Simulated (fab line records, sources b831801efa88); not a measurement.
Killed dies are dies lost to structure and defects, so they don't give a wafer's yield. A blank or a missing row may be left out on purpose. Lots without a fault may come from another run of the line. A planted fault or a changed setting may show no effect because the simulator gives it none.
Which tool did it? | flow sky130 | 12 lots, 36 wafers sampled, at 5 steps of a route of 708

WHAT THE GAUGES READ, wafer by wafer
SKY_POLY_GATE_OVL_MEAS_14. Usual: POLY_GATE_OVL -1 nm, standard deviation 5.
lot  | measured     | on         | POLY_GATE_OVL (nm) | flag
L857 | day 16 18:16 | overlay-02 | -4 -11 -5          |
L858 | day 17 05:45 | overlay-01 | 0 0 1              |
L859 | day 17 16:36 | overlay-01 | -2 -3 -1           |
L862 | day 18 16:31 | overlay-02 | 3 3 -1             |
L869 | day 21 04:24 | overlay-01 | 13 4 6             |
L871 | day 21 20:43 | overlay-02 | -16 -10 -7         |
L872 | day 22 03:04 | overlay-02 | 6 8 7              |
L873 | day 22 15:36 | overlay-02 | 4 6 3              |
L875 | day 23 10:03 | overlay-01 | 1 2 -4             |
L877 | day 24 02:57 | overlay-01 | 0 0 -5             |
L878 | day 24 05:28 | overlay-01 | -7 0 -4            |
L879 | day 24 10:36 | overlay-01 | 2 -8 7             |

SKY_LDD_LDN_TW_MEAS_13. Usual: LDD_LDN_TW 1479, standard deviation 8.4.
lot  | measured     | on            | LDD_LDN_TW                    | flag
L857 | day 23 09:59 | film_metro-04 | 1480 1483 1489                |
L858 | day 23 20:11 | film_metro-03 | 1562 1571 1569 1573 1573 1567 | OFF
L859 | day 24 06:55 | film_metro-02 | 1588 1590 1600 1587 1598 1583 | OFF
L862 | day 25 06:58 | film_metro-02 | 1583 1593 1580 1590 1589 1588 | OFF
L869 | day 27 13:20 | film_metro-04 | 1470 1481 1479                |
L871 | day 28 05:41 | film_metro-04 | 1488 1489 1489                |
L872 | day 28 10:31 | film_metro-02 | 1501 1485 1486                |
L873 | day 28 23:10 | film_metro-04 | 1485 1483 1496                |
L875 | day 29 15:40 | film_metro-04 | 1483 1480 1471                |
L877 | day 30 06:46 | film_metro-03 | 1473 1471 1471                |
L878 | day 30 09:16 | film_metro-02 | 1485 1475 1468                |
L879 | day 30 14:29 | film_metro-04 | 1486 1481 1472                |

SKY_SD_P_TW_MEAS_11. Usual: SD_P_TW 2831, standard deviation 20.
lot  | measured     | on            | SD_P_TW        | flag
L857 | day 25 23:54 | film_metro-02 | 2825 2835 2846 |
L858 | day 26 09:42 | film_metro-02 | 2837 2835 2838 |
L859 | day 26 20:30 | film_metro-03 | 2824 2820 2819 |
L862 | day 27 20:55 | film_metro-03 | 2819 2803 2835 |
L869 | day 30 00:56 | film_metro-01 | 2854 2849 2848 |
L871 | day 30 15:37 | film_metro-03 | 2796 2807 2804 |
L872 | day 30 19:37 | film_metro-03 | 2800 2806 2785 |
L873 | day 31 11:12 | film_metro-02 | 2861 2843 2847 |
L875 | day 32 00:44 | film_metro-03 | 2820 2812 2808 |
L877 | day 32 16:20 | film_metro-01 | 2841 2825 2830 |
L878 | day 32 18:41 | film_metro-01 | 2821 2812 2814 |
L879 | day 32 23:08 | film_metro-01 | 2829 2828 2837 |

WHICH TOOL RAN EACH LOT (tool, then ch and the chambers of the sampled wafers, then the start)
lot  | SKY_LDD_LDN_IMPLANT_10          | SKY_POLY_CUT_ETCH_10
L857 | implanter-01 ch 0, day 23 09:37 | rie_diel-04 ch 0,1,3, day 24 17:39
L858 | implanter-03 ch 0, day 23 19:28 | rie_diel-01 ch 2,3, day 25 03:53
L859 | implanter-03 ch 0, day 24 06:13 | rie_diel-04 ch 0,1,2, day 25 14:59
L862 | implanter-03 ch 0, day 25 06:16 | rie_diel-04 ch 0,1,2, day 26 16:05
L869 | implanter-03 ch 0, day 27 12:56 | rie_diel-01 ch 1,3, day 28 20:14
L871 | implanter-02 ch 0, day 28 05:18 | rie_diel-02 ch 0,2, day 29 11:02
L872 | implanter-02 ch 0, day 28 10:07 | rie_diel-04 ch 0,1,3, day 29 15:41
L873 | implanter-03 ch 0, day 28 22:47 | rie_diel-02 ch 0,2,3, day 30 07:18
L875 | implanter-01 ch 0, day 29 15:16 | rie_diel-04 ch 2,3, day 30 20:47
L877 | implanter-03 ch 0, day 30 06:22 | rie_diel-04 ch 1,2,3, day 31 12:47
L878 | implanter-03 ch 0, day 30 08:52 | rie_diel-01 ch 0,3, day 31 14:02
L879 | implanter-02 ch 0, day 30 14:07 | rie_diel-01 ch 0,1, day 31 19:38
- SKY_LDD_LDN_IMPLANT_10
- SKY_POLY_CUT_ETCH_10: etches BARC in N2/H2, stops on SiO2, time 45.9 s, target depth 60 nm.

WHAT THE TOOLS THEMSELVES READ (means of the sampled wafers that have a number; where no wafer has one, the mark that the record gives instead)
SKY_LDD_LDN_IMPLANT_10. Usual: rotation_deg 203.00 degrees, standard deviation 0.033.
lot  | tool         | rotation_deg (degrees) | flag
L857 | implanter-01 | 203.01                 |
L858 | implanter-03 | 202.98                 |
L859 | implanter-03 | 203.00                 |
L862 | implanter-03 | 203.00                 |
L869 | implanter-03 | 203.00                 |
L871 | implanter-02 | 203.00                 |
L872 | implanter-02 | 202.97                 |
L873 | implanter-03 | 203.00                 |
L875 | implanter-01 | 203.00                 |
L877 | implanter-03 | 203.02                 |
L878 | implanter-03 | 202.98                 |
L879 | implanter-02 | 203.05                 |

SKY_POLY_CUT_ETCH_10. Usual: chamber_pressure_mTorr 30.001 mTorr, standard deviation 0.029; drypump_motor_current_A 5.90 A, standard deviation 0.25; oes_product_au 0.855 a.u., standard deviation 0.0048; throttle_valve_pct 13.226 %, standard deviation 0.009.
lot  | tool        | chamber_pressure_mTorr (mTorr) | drypump_motor_current_A (A) | oes_product_au (a.u.) | throttle_valve_pct (%) | flag
L857 | rie_diel-04 | 30.001                         | 5.94                        | 0.853                 | 13.224                 |
L858 | rie_diel-01 | 30.007                         | 6.16                        | 0.855                 | 13.226                 |
L859 | rie_diel-04 | 29.988                         | 5.86                        | 0.860                 | 13.228                 |
L862 | rie_diel-04 | 29.996                         | 5.86                        | 0.854                 | 13.224                 |
L869 | rie_diel-01 | 30.011                         | 5.79                        | 0.853                 | 13.226                 |
L871 | rie_diel-02 | 30.013                         | 5.83                        | 0.852                 | 13.235                 |
L872 | rie_diel-04 | 30.016                         | 5.92                        | 0.856                 | 13.224                 |
L873 | rie_diel-02 | 30.019                         | 5.88                        | 0.854                 | 13.225                 |
L875 | rie_diel-04 | 29.990                         | 5.85                        | 0.853                 | 13.226                 |
L877 | rie_diel-04 | 30.004                         | 5.94                        | 0.851                 | 13.220                 |
L878 | rie_diel-01 | 30.030                         | 5.95                        | 0.855                 | 13.224                 |
L879 | rie_diel-01 | 29.999                         | 5.59                        | 0.847                 | 13.230                 |

THE ANSWER, worked out from the rows above alone
Rule: a lot is off if the mean of its wafers that have a number lies more than 3 standard deviations from the usual mean. A lot without any number at a reading at which 4 lots or more have one is off too. The other lots that the step has rows for count as sound. The gauges are gone through in route order, then the tools' own readings, and for those a lot's mean is taken as printed above. The first step at which some lot is off is used, and at that step the reading that is off furthest; a lot without a number counts as furthest.
Off: L858, L859, L862, at SKY_LDD_LDN_TW_MEAS_13 (LDD_LDN_TW).
A tool fits if, at a process step before that reading, it ran every lot that is off, and no sound lot after the first of them. The gauges at SKY_LDD_LDN_TW_MEAS_13 are tried like those tools. None of those tried fits.

WHAT THE SIMULATOR HAD PUT IN
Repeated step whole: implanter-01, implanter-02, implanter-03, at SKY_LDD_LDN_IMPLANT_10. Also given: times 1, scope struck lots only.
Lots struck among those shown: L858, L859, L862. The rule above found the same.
